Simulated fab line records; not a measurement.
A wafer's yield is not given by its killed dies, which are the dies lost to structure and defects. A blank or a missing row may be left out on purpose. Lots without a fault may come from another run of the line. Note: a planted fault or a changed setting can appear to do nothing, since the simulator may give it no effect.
Commonality check across tools / flow gf180mcu / Sample size 11 lots and 33 wafers

REASON FOR OPENING
Of 11 lots, 1 have the reading HV_LDD_2_TW flagged at GF_HV_LDD_TW_MEAS_23. Fault-free wafers read 1066, with a standard deviation of 7.4.
Rule: a lot gets a flag if all its wafers with a number sit over 4 standard deviations from that mean, or if no wafer of it has a number. As for the other lots, they are considered sound.

lot=L466; measured=day 11 06:37; on=filmMetro-02; HV_LDD_2_TW, wafer by wafer=1070 1069 1068; flag=
lot=L469; measured=day 11 21:41; on=filmMetro-02; HV_LDD_2_TW, wafer by wafer=1067 1071 1072; flag=
lot=L470; measured=day 12 04:10; on=filmMetro-02; HV_LDD_2_TW, wafer by wafer=1070 1066 1064; flag=
lot=L472; measured=day 12 22:33; on=filmMetro-02; HV_LDD_2_TW, wafer by wafer=1069 1068 1076; flag=
lot=L473; measured=day 13 06:11; on=filmMetro-02; HV_LDD_2_TW, wafer by wafer=1070 1070 1067; flag=
lot=L474; measured=day 13 12:49; on=filmMetro-01; HV_LDD_2_TW, wafer by wafer=30 30 30; flag=FLAGGED
lot=L483; measured=day 16 06:16; on=filmMetro-03; HV_LDD_2_TW, wafer by wafer=1064 1060 1053; flag=
lot=L484; measured=day 16 20:50; on=filmMetro-02; HV_LDD_2_TW, wafer by wafer=1077 1069 1072; flag=
lot=L485; measured=day 17 00:43; on=filmMetro-01; HV_LDD_2_TW, wafer by wafer=1060 1060 1058; flag=
lot=L486; measured=day 17 09:24; on=filmMetro-02; HV_LDD_2_TW, wafer by wafer=1072 1071 1072; flag=
lot=L488; measured=day 17 22:48; on=filmMetro-03; HV_LDD_2_TW, wafer by wafer=1065 1064 1060; flag=
On average the flagged lots read 30, which is -1036 against the usual, or -99 or more standard deviations.

WHICH TOOL RAN EACH LOT
2 process steps preceding the reading are held in the record, out of 602 steps in the route. In each cell: the tool, then ch and the chambers that the sampled wafers went through, then the start.
lot=L466; flag=; GF_HV_LDD_EXPOSE_16=ilineStepper-01 ch 0, day 10 21:11; GF_HV_LDD_STRIP_22=plasmaAsher-01 ch 0,1, day 11 06:30
lot=L469; flag=; GF_HV_LDD_EXPOSE_16=ilineStepper-01 ch 0, day 11 12:23; GF_HV_LDD_STRIP_22=plasmaAsher-02 ch 0,1, day 11 21:35
lot=L470; flag=; GF_HV_LDD_EXPOSE_16=ilineStepper-01 ch 0, day 11 18:20; GF_HV_LDD_STRIP_22=plasmaAsher-04 ch 0,1, day 12 04:05
lot=L472; flag=; GF_HV_LDD_EXPOSE_16=ilineStepper-02 ch 0, day 12 12:35; GF_HV_LDD_STRIP_22=plasmaAsher-02 ch 0,1, day 12 22:27
lot=L473; flag=; GF_HV_LDD_EXPOSE_16=ilineStepper-01 ch 0, day 12 19:35; GF_HV_LDD_STRIP_22=plasmaAsher-01 ch 0,1, day 13 06:05
lot=L474; flag=FLAGGED; GF_HV_LDD_EXPOSE_16=ilineStepper-01 ch 0, day 13 02:30; GF_HV_LDD_STRIP_22=plasmaAsher-02 ch 0,1, day 13 12:43
lot=L483; flag=; GF_HV_LDD_EXPOSE_16=ilineStepper-02 ch 0, day 15 19:17; GF_HV_LDD_STRIP_22=plasmaAsher-02 ch 0,1, day 16 06:10
lot=L484; flag=; GF_HV_LDD_EXPOSE_16=ilineStepper-01 ch 0, day 16 09:01; GF_HV_LDD_STRIP_22=plasmaAsher-04 ch 0,1, day 16 20:44
lot=L485; flag=; GF_HV_LDD_EXPOSE_16=ilineStepper-01 ch 0, day 16 12:35; GF_HV_LDD_STRIP_22=plasmaAsher-01 ch 1, day 17 00:37
lot=L486; flag=; GF_HV_LDD_EXPOSE_16=ilineStepper-01 ch 0, day 16 21:37; GF_HV_LDD_STRIP_22=plasmaAsher-04 ch 0,1, day 17 09:17
lot=L488; flag=; GF_HV_LDD_EXPOSE_16=ilineStepper-02 ch 0, day 17 10:41; GF_HV_LDD_STRIP_22=plasmaAsher-01 ch 0,1, day 17 22:42
What these steps do:
- GF_HV_LDD_EXPOSE_16: exposes mask Pplus LV AREA, target cd 400 nm.
- GF_HV_LDD_STRIP_22: strips in O2/N2.
- GF_HV_LDD_TW_MEAS_23

FLAGGED AGAINST TOTAL, ONE TOOL AT A TIME (gauges that did the reading follow at the end)
step=GF_HV_LDD_EXPOSE_16; tool=ilineStepper-01; lots run=8; flagged=1; share of the flagged lots=all; sound lots run after its first flagged lot=3 (L484,L485,L486)
step=GF_HV_LDD_EXPOSE_16; tool=ilineStepper-02; lots run=3; flagged=0; share of the flagged lots=none; sound lots run after its first flagged lot=-
step=GF_HV_LDD_STRIP_22; tool=plasmaAsher-01; lots run=4; flagged=0; share of the flagged lots=none; sound lots run after its first flagged lot=-
step=GF_HV_LDD_STRIP_22; tool=plasmaAsher-02; lots run=4; flagged=1; share of the flagged lots=all; sound lots run after its first flagged lot=1 (L483)
step=GF_HV_LDD_STRIP_22; tool=plasmaAsher-04; lots run=3; flagged=0; share of the flagged lots=none; sound lots run after its first flagged lot=-
step=GF_HV_LDD_TW_MEAS_23; tool=filmMetro-01; lots run=2; flagged=1; share of the flagged lots=all; sound lots run after its first flagged lot=1 (L485)
step=GF_HV_LDD_TW_MEAS_23; tool=filmMetro-02; lots run=7; flagged=0; share of the flagged lots=none; sound lots run after its first flagged lot=-
step=GF_HV_LDD_TW_MEAS_23; tool=filmMetro-03; lots run=2; flagged=0; share of the flagged lots=none; sound lots run after its first flagged lot=-

WHAT THE TABLE PERMITS
All flagged lots were run by 3 table rows, namely ilineStepper-01 at GF_HV_LDD_EXPOSE_16, plasmaAsher-02 at GF_HV_LDD_STRIP_22, filmMetro-01 at GF_HV_LDD_TW_MEAS_23.
- ilineStepper-01 at GF_HV_LDD_EXPOSE_16: 1 of its 8 lots flagged. After the first flagged lot (L484, L485, L486), sound lots still ran on it; a lasting fault on the whole tool would not permit that.
- plasmaAsher-02 at GF_HV_LDD_STRIP_22: 1 of its 4 lots flagged. After the first flagged lot (L483), sound lots still ran on it; a lasting fault on the whole tool would not permit that.
- filmMetro-01 at GF_HV_LDD_TW_MEAS_23: 1 of its 2 lots flagged. After the first flagged lot (L485), sound lots still ran on it; a lasting fault on the whole tool would not permit that.
Not one row of the table ran every flagged lot while running no sound lot after the first.

WHAT THE SIMULATOR HAD PUT IN
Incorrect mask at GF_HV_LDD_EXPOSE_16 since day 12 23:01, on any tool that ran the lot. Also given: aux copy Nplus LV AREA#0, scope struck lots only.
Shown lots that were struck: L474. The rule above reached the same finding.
